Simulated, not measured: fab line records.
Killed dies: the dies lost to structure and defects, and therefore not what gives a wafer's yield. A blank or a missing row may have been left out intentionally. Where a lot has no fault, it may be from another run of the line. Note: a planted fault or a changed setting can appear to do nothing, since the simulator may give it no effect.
Matching of chambers | flow sky130 | 3 sister chambers for SKY_CONTACT_CVD_00 on pecvd-02
The step deposits Si3N4, target thk 75 nm. 3 wafers are shown with their chamber, then 9 later ones without.

## WAFERS WITH THEIR CHAMBER
wafer  | chamber | heaterPowerW (W)
L084.6 | 0       | 919
L086.5 | 1       | 545
L086.6 | 2       | 700

## WAFERS MISSING THEIR CHAMBER
wafer  | heaterPowerW (W)
L091.3 | 901
L091.4 | 664
L091.5 | 899
L095.3 | 700
L095.4 | 804
L095.5 | 670
L097.3 | 632
L097.4 | 688
L097.5 | 941

## EACH ONE'S CHAMBER
wafer  | from the rows above     | in truth
L091.3 | 0                       | 0
L091.4 | can't be placed: 2 or 1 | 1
L091.5 | 0                       | 0
L095.3 | 2                       | 2
L095.4 | can't be placed: 2 or 0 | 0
L095.5 | 2                       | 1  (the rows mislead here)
L097.3 | can't be placed: 2 or 1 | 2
L097.4 | 2                       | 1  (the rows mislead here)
L097.5 | 0                       | 0
4 of 9 placed correctly. Can't be placed from these rows: 3 (the true chamber is among the candidates in 3). Placed wrongly: 2.
How it was worked out, from the rows above alone: a wafer's distance from a chamber is the root of the sum, over the readings, of the square of ((its reading less the chamber's mean) divided by the reading's scatter). The wafer belongs to the nearest chamber; if the next one is less than 2 further off, it can't be placed. For every chamber, the mean is computed from those of its wafers that are shown. The scatter: with one shown wafer a chamber, the root of the mean of the squares of how far each hidden wafer lies from its nearest shown one.
